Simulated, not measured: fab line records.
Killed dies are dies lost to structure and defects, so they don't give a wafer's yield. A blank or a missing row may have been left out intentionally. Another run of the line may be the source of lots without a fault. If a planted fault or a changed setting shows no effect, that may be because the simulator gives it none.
A lot that was struck, set against a sound lot -- flow sky130 -- 20 steps out of a route of 708
Sound: wafers L515.1, L515.4, L515.5. The struck wafers were L512.2, L512.3, L512.5. At the end, the cause is stated.
At each step with rows: each side's tool, then ch and its chambers, then its first start. Under that, the readings that differ: sound wafers -- struck wafers -- difference of the means -- sigmas: that difference in standard deviations of wafers without a fault.
alike: readings whose means differ by less than 2 such deviations, and words and numbers that are the same on both sides. not compared: withheld readings, readings that some wafer has no value for, bounds like >300 that may hide the same value, and numbers for which the record gives no deviation and whose values overlap.
The two part at a step that has a row with sigmas, a row that says differs or no value, or rows on one side only. Non-overlapping numbers with no deviation appear without sigmas and do not part them. A reading missing from all wafers of one side parts the sides only when that side holds two or more wafers.

first, 1 step without rows for these wafers: SKY_RES_XHIGH_IMPLANT_07.
SKY_RES_XHIGH_STRIP_08: strips in O2/N2.
  sound on plasma_asher-03 ch 0,1, day 32 03:35; struck on plasma_asher-02 ch 0,1, day 30 15:41
  alike: drypump_motor_current_A, oes_product_au, strip_time_to_endpoint_s
  not compared: rf_hours_counter_h
SKY_RES_XHIGH_TW_MEAS_09:
  sound on film_metro-03, day 32 03:41; struck on film_metro-03, day 30 15:47
  alike: RES_XHIGH_TW
then, 7 steps without rows for these wafers: SKY_SD_N_DEHYDRATE_00 (time 60 s); SKY_SD_N_HMDS_01 (prime time 60 s); SKY_SD_N_COAT_02 (resist thk 1140 nm); SKY_SD_N_SOFTBAKE_03 (time 60 s); SKY_SD_N_EXPOSE_04 (exposes mask NSDM, target cd 380 nm); SKY_SD_N_PEB_05; SKY_SD_N_DEVELOP_06 (develop time 60 s).
SKY_SD_N_CD_MEAS_07 targets a cd of 380 nm.
  sound on cd_sem-02, day 33 07:08; struck on cd_sem-02, day 31 19:44
  alike: cd_nm
SKY_SD_N_OVL_MEAS_08:
  sound on overlay-01, day 33 07:16; struck on overlay-01, day 31 19:50
  alike: SD_N_OVL
SKY_SD_N_IMPLANT_09:
  sound on implanter-02 ch 0, day 33 07:17; struck on implanter-02 ch 0, day 31 20:13
then, 1 step without rows for these wafers: SKY_SD_N_IMPLANT_10.
SKY_SD_N_STRIP_11: strips in O2/N2.
  sound on plasma_asher-02 ch 0,1, day 33 07:35; struck on plasma_asher-04 ch 0,1, day 31 20:29
reading,sound,struck,difference,sigmas
oes_product_au (a.u.),0.533 0.532 0.534,0.507 0.516 0.506,-0.023,-5
strip_time_to_endpoint_s (s),22.53 22.56 22.50,23.82 23.83 23.80,+1.29,+29
  alike: drypump_motor_current_A
  not compared: rf_hours_counter_h
SKY_SD_N_TW_MEAS_12:
  sound on film_metro-04, day 33 07:41; struck on film_metro-04, day 31 20:38
  alike: SD_N_TW
then, 1 step without rows for these wafers: SKY_SD_N_CLEAN_13 (cleans in SC1/SC2, time 150 s).
SKY_SD_N_RTA_14: time 2 s.
  sound on rtp_anneal-02 ch 0, day 33 07:48; struck on rtp_anneal-02 ch 0, day 31 21:06
  alike: lamp_power_pct, wafer_temp_C_max
SKY_SD_N_RS_MEAS_16: measures by four-point-probe.
  sound on film_metro-02, day 33 07:59; struck on film_metro-03, day 31 21:41
reading,sound,struck,difference,sigmas
SD_N_RS (ohm/sq),68.45 68.48 68.52,63.71 63.69 63.48,-4.86,-49
SKY_PAD_OPEN_PROBE_99:
  rows exist in the record for the sound wafers here (prober-01, day 49 13:46), none for the struck ones

== WHERE THEY PART ==
First at SKY_SD_N_STRIP_11; last, within this record, at SKY_PAD_OPEN_PROBE_99.

WHY: what had been put in by the simulator
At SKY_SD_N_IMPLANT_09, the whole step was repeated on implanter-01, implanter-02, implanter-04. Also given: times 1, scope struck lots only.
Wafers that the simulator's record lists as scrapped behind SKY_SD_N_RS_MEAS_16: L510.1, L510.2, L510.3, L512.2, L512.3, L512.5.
